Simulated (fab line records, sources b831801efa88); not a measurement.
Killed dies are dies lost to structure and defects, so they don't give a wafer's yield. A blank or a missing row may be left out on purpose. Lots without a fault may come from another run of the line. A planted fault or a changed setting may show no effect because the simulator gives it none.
Which tool did it? | flow gf180mcu | 13 lots, 39 wafers sampled, at 6 steps of a route of 602

WHAT THE GAUGES READ, wafer by wafer
GF_PSD_RS_MEAS_14: measures by four-point-probe. Usual: NSD_RS 46.13 ohm/sq, standard deviation 0.092.
lot  | measured     | on            | NSD_RS (ohm/sq)   | flag
L206 | day 13 23:01 | film_metro-04 | 46.11 46.11 45.97 |
L207 | day 14 10:34 | film_metro-02 | 46.16 46.15 46.18 |
L209 | day 14 23:08 | film_metro-02 | 40.16 40.24 40.26 | OFF
L210 | day 15 10:17 | film_metro-01 | 40.26 40.16 40.20 | OFF
L211 | day 15 20:07 | film_metro-04 | 40.14 40.17 40.19 | OFF
L217 | day 18 04:42 | film_metro-02 | 46.24 46.15 46.25 |
L218 | day 18 07:59 | film_metro-04 | 46.08 46.16 46.17 |
L219 | day 18 21:47 | film_metro-02 | 46.29 46.13 46.25 |
L221 | day 19 19:26 | film_metro-01 | 46.20 46.11 46.15 |
L224 | day 21 04:37 | film_metro-04 | 45.99 46.15 46.17 |
L225 | day 21 07:44 | film_metro-01 | 46.05 45.93 46.12 |
L226 | day 21 12:56 | film_metro-01 | 46.02 46.12 46.20 |
L228 | day 22 02:21 | film_metro-02 | 46.34 46.39 46.23 |

GF_PSD_RS_MEAS_15: measures by four-point-probe. Usual: PSD_RS 108.5 ohm/sq, standard deviation 0.32.
lot  | measured     | on            | PSD_RS (ohm/sq)   | flag
L206 | day 13 23:08 | film_metro-04 | 108.7 108.6 108.5 |
L207 | day 14 10:41 | film_metro-02 | 108.8 109.2 108.9 |
L209 | day 14 23:16 | film_metro-02 | 91.7 91.7 91.7    | OFF
L210 | day 15 10:25 | film_metro-01 | 91.8 91.5 91.6    | OFF
L211 | day 15 20:14 | film_metro-04 | 91.6 91.6 91.3    | OFF
L217 | day 18 04:49 | film_metro-02 | 108.1 108.1 108.5 |
L218 | day 18 08:07 | film_metro-04 | 108.2 108.6 108.6 |
L219 | day 18 21:54 | film_metro-02 | 108.6 108.7 108.6 |
L221 | day 19 19:34 | film_metro-01 | 108.6 108.5 108.4 |
L224 | day 21 04:44 | film_metro-04 | 108.9 108.9 108.7 |
L225 | day 21 07:51 | film_metro-01 | 108.3 108.4 108.3 |
L226 | day 21 13:03 | film_metro-01 | 108.7 108.4 108.8 |
L228 | day 22 02:28 | film_metro-02 | 109.1 109.3 109.2 |

GF_CONTACT_BOW_MEAS_05. Usual: CONTACT_BOW 64 um, standard deviation 6.9.
lot  | measured     | on            | CONTACT_BOW (um) | flag
L206 | day 14 20:22 | film_metro-03 | 63 66 74         |
L207 | day 15 09:22 | film_metro-01 | 62 65 52         |
L209 | day 15 21:55 | film_metro-03 | 62 75 62         |
L210 | day 16 09:42 | film_metro-03 | 63 66 73         |
L211 | day 16 20:39 | film_metro-04 | 69 54 55         |
L217 | day 19 06:55 | film_metro-01 | 63 58 65         |
L218 | day 19 08:50 | film_metro-03 | 63 63 70         |
L219 | day 19 23:52 | film_metro-01 | 57 68 66         |
L221 | day 20 21:22 | film_metro-01 | 62 64 70         |
L224 | day 22 05:56 | film_metro-04 | 70 53 59         |
L225 | day 22 09:17 | film_metro-01 | 65 64 82         |
L226 | day 22 13:43 | film_metro-01 | 61 66 77         |
L228 | day 23 03:04 | film_metro-01 | 58 63 72         |

GF_CONTACT_THK_MEAS_26: measures by xrf. Usual: CONTACT_W_THK 303 nm, standard deviation 5.4.
lot  | measured     | on            | CONTACT_W_THK (nm) | flag
L206 | day 15 19:05 | film_metro-01 | 306 304 306        |
L207 | day 16 08:19 | film_metro-03 | 305 300 302        |
L209 | day 16 21:06 | film_metro-03 | 311 314 302        |
L210 | day 17 09:29 | film_metro-04 | 291 297 301        |
L211 | day 17 20:51 | film_metro-04 | 302 308 299        |
L217 | day 20 08:39 | film_metro-03 | 302 310 301        |
L218 | day 20 10:22 | film_metro-01 | 296 302 298        |
L219 | day 21 01:33 | film_metro-01 | 308 312 306        |
L221 | day 21 22:24 | film_metro-01 | 296 296 303        |
L224 | day 23 06:18 | film_metro-03 | 303 306 311        |
L225 | day 23 09:25 | film_metro-04 | 302 303 303        |
L226 | day 23 13:47 | film_metro-04 | 314 317 311        |
L228 | day 24 01:57 | film_metro-01 | 296 300 299        |

GF_M1_OVL_MEAS_15. Usual: M1_OVL -1 nm, standard deviation 4.7.
lot  | measured     | on         | M1_OVL (nm) | flag
L206 | day 16 18:07 | overlay-02 | -12 0 -5    |
L207 | day 17 07:31 | overlay-01 | -7 -9 -1    |
L209 | day 17 20:37 | overlay-01 | 3 10 4      |
L210 | day 18 08:53 | overlay-01 | -7 -10 -5   |
L211 | day 18 19:51 | overlay-02 | 10 1 -2     |
L217 | day 21 09:20 | overlay-02 | -2 3 7      |
L218 | day 21 11:06 | overlay-02 | -4 3 -4     |
L219 | day 22 01:49 | overlay-02 | 1 -4 -2     |
L221 | day 22 21:52 | overlay-02 | 6 3 1       |
L224 | day 24 05:25 | overlay-01 | -5 1 1      |
L225 | day 24 08:57 | overlay-01 | 2 -4 1      |
L226 | day 24 12:52 | overlay-02 | -9 -3 -10   |
L228 | day 24 23:50 | overlay-01 | 1 0 1       |

WHICH TOOL RAN EACH LOT (tool, then ch and the chambers of the sampled wafers, then the start)
lot  | GF_PSD_RTA_13
L206 | rtp_anneal-01 ch 0, day 13 22:56
L207 | rtp_anneal-01 ch 0, day 14 10:28
L209 | rtp_anneal-01 ch 0, day 14 23:04
L210 | rtp_anneal-01 ch 0, day 15 10:11
L211 | rtp_anneal-01 ch 0, day 15 20:01
L217 | rtp_anneal-02 ch 0, day 18 04:37
L218 | rtp_anneal-01 ch 0, day 18 07:54
L219 | rtp_anneal-01 ch 0, day 18 21:41
L221 | rtp_anneal-01 ch 0, day 19 19:22
L224 | rtp_anneal-02 ch 0, day 21 04:31
L225 | rtp_anneal-02 ch 0, day 21 07:38
L226 | rtp_anneal-01 ch 0, day 21 12:51
L228 | rtp_anneal-02 ch 0, day 22 02:15
- GF_PSD_RTA_13: time 20 s.

WHAT THE TOOLS THEMSELVES READ (means of the sampled wafers that have a number; where no wafer has one, the mark that the record gives instead)
GF_PSD_RTA_13. Usual: chamber_o2_ppm 1.999, standard deviation 0.023; lamp_power_pct 31.3 %, standard deviation 2.6; wafer_temp_C_max 1029.1, standard deviation 0.87.
lot  | tool          | chamber_o2_ppm | lamp_power_pct (%) | wafer_temp_C_max | flag
L206 | rtp_anneal-01 | 1.994          | 34.2               | 1029.6           |
L207 | rtp_anneal-01 | 2.027          | 34.2               | 1029.0           |
L209 | rtp_anneal-01 | 2.006          | 38.0               | 1069.7           | OFF
L210 | rtp_anneal-01 | 1.977          | 38.0               | 1069.9           | OFF
L211 | rtp_anneal-01 | 1.989          | 38.0               | 1070.0           | OFF
L217 | rtp_anneal-02 | 2.016          | 28.8               | 1028.8           |
L218 | rtp_anneal-01 | 1.976          | 34.2               | 1028.8           |
L219 | rtp_anneal-01 | 1.982          | 34.2               | 1028.6           |
L221 | rtp_anneal-01 | 1.976          | 34.1               | 1028.6           |
L224 | rtp_anneal-02 | 1.994          | 28.8               | 1028.5           |
L225 | rtp_anneal-02 | 1.986          | 28.9               | 1029.2           |
L226 | rtp_anneal-01 | 1.995          | 34.2               | 1029.8           |
L228 | rtp_anneal-02 | 1.999          | 28.9               | 1029.7           |

THE ANSWER, worked out from the rows above alone
Rule: a lot is off if the mean of its wafers that have a number lies more than 3 standard deviations from the usual mean. A lot without any number at a reading at which 4 lots or more have one is off too. The other lots that the step has rows for count as sound. The gauges are gone through in route order, then the tools' own readings, and for those a lot's mean is taken as printed above. The first step at which some lot is off is used, and at that step the reading that is off furthest; a lot without a number counts as furthest.
Off: L209, L210, L211, at GF_PSD_RS_MEAS_14 (NSD_RS).
A tool fits if, at a process step before that reading, it ran every lot that is off, and no sound lot after the first of them. The gauges at GF_PSD_RS_MEAS_14 aren't tried: what is off there is off at GF_PSD_RTA_13 too, on other tools, and a gauge's error can't cause that. None of those tried fits.

WHAT THE SIMULATOR HAD PUT IN
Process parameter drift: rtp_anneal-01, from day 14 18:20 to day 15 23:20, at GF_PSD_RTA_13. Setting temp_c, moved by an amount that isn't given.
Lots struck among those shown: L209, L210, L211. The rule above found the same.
